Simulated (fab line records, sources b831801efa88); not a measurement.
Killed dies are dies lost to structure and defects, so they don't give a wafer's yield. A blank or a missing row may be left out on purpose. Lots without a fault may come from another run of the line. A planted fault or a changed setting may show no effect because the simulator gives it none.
A struck lot beside a sound one | flow sky130 | 18 steps out of a route of 708
Sound: wafers L892.1, L892.3, L892.4. Struck: wafers L904.1, L904.3, L904.5. The cause comes at the end.
At each step with rows: each side's tool, then ch and its chambers, then its first start. Under that, the readings that differ: sound wafers | struck wafers | difference of the means | sigmas: that difference in standard deviations of wafers without a fault.
alike: readings whose means differ by less than 2 such deviations, and words and numbers that are the same on both sides. not compared: withheld readings, readings that some wafer has no value for, bounds like >300 that may hide the same value, and numbers for which the record gives no deviation and whose values overlap.
The two part at a step that has a row with sigmas, a row that says differs or no value, or rows on one side only. Numbers that don't overlap but have no deviation are shown without sigmas and don't part them. A reading that every wafer of one side lacks parts them only if that side has two wafers or more.

first, 3 steps without rows for these wafers: SKY_SONOS_ONO_WET_ETCH_18 (etches Si3N4 in H3PO4, target depth 15 nm, time 172 s); SKY_GATE_OXIDE_CLEAN_00 (cleans in SC1/SC2, time 150 s); SKY_GATE_OXIDE_OXIDATION_01 (stabilise 600 s, purge 300 s, target thk 10.268 nm).
SKY_GATE_OXIDE_THK_MEAS_02:
  sound on film_metro-02, day 14 12:13; struck on film_metro-02, day 18 11:35
  alike: GATE_OXIDE_OXIDATION_00_THK
then, 7 steps without rows for these wafers: SKY_GATE_OXIDE_DEHYDRATE_03 (time 60 s); SKY_GATE_OXIDE_HMDS_04 (prime time 60 s); SKY_GATE_OXIDE_COAT_05 (resist thk 1140 nm); SKY_GATE_OXIDE_SOFTBAKE_06 (time 60 s); SKY_GATE_OXIDE_EXPOSE_07 (exposes mask LVOM, target cd 600 nm); SKY_GATE_OXIDE_PEB_08; SKY_GATE_OXIDE_DEVELOP_09 (develop time 60 s).
SKY_GATE_OXIDE_OVL_MEAS_10:
  sound on overlay-02, day 15 13:49; struck on overlay-02, day 19 17:48
  alike: GATE_OXIDE_OVL
SKY_GATE_OXIDE_IMPLANT_11:
  sound on implanter-03 ch 0, day 15 13:51; struck on implanter-01 ch 0, day 19 17:50
  reading                   | sound             | struck            | difference | sigmas
  implant_ion_amu           | 11 11 11          | 49 49 49          | +38        |
  model.implant.rp_nm (nm)  | 33.36 33.36 33.36 | 9.736 9.736 9.736 | -23.624    |
  model.implant.drp_nm (nm) | 17.11 17.11 17.11 | 6.005 6.005 6.005 | -11.105    |
then, 1 step without rows for these wafers: SKY_GATE_OXIDE_WET_ETCH_12 (etches SiO2 in dHF, target depth 16.8 nm, time 336 s).
SKY_GATE_OXIDE_STRIP_13: strips in O2/N2.
  sound on plasma_asher-02 ch 0,1, day 15 14:06; struck on plasma_asher-02 ch 0,1, day 19 18:05
  alike: drypump_motor_current_A, oes_product_au, strip_time_to_endpoint_s
  not compared: rf_hours_counter_h
SKY_GATE_OXIDE_TW_MEAS_14:
  sound on film_metro-04, day 15 14:12; struck on film_metro-02, day 19 18:11
  reading       | sound             | struck            | difference | sigmas
  GATE_OXIDE_TW | 222.8 222.9 220.9 | 329.8 329.8 330.0 | +107.7     | +45
then, 1 step without rows for these wafers: SKY_GATE_OXIDE_CLEAN_15 (cleans in SC1/SC2, time 150 s).
-- the record jumps here: 30 days lie between the struck wafers' starts before and after (it left off in module GATE_OXIDE and takes up again in module PAD_OPEN, whose first step shown is number 708 of the route) --
SKY_PAD_OPEN_PROBE_99:
  sound on prober-02, day 47 14:44; struck on prober-02, day 50 01:57
  reading                                   | sound             | struck            | difference | sigmas
  model.etest.tip_p.rs_ohm_sq               | 6985 6929 6936    | 7702 7715 7729    | +765       |
  model.etest.pfet_01v8.r_on_ohm_um         | 3151 2979 3068    | 3453 3342 3465    | +354       |
  model.etest.nfet_01v8_lvt.drive_ua_um     | 528.6 533.9 525.7 | 624.6 626.4 614.5 | +92.4      |
  model.etest.pfet_01v8_lvt.drive_ua_um     | 163.6 169.2 166.1 | 102.2 102.8 102.8 | -63.7      |
  model.etest.nfet_01v8.drive_ua_um         | 462.6 472.4 456.4 | 534.4 543.2 536   | +74.1      |
  model.etest.nfet_01v8_swapped.drive_ua_um | 463.4 466.4 460.6 | 536.3 542.2 535.7 | +74.6      |
  model.etest.nfet_01v8_turned.drive_ua_um  | 460.4 465.5 459.6 | 537 540.6 536.8   | +76        |
  model.etest.sram_nfet_pass.drive_ua_um    | 443.3 443.2 442   | 518.1 532 501.2   | +74.3      |
  alike: killed_at_M0_to_M3, killed_at_M4_up, killed_at_contacts, killed_at_front_end, killed_at_other, killed_dies, killed_open, killed_short

WHERE THEY PART
Only at SKY_GATE_OXIDE_TW_MEAS_14, within this record. Later steps at which nothing parts them and some readings are alike: SKY_PAD_OPEN_PROBE_99.

WHY: what the simulator had put in
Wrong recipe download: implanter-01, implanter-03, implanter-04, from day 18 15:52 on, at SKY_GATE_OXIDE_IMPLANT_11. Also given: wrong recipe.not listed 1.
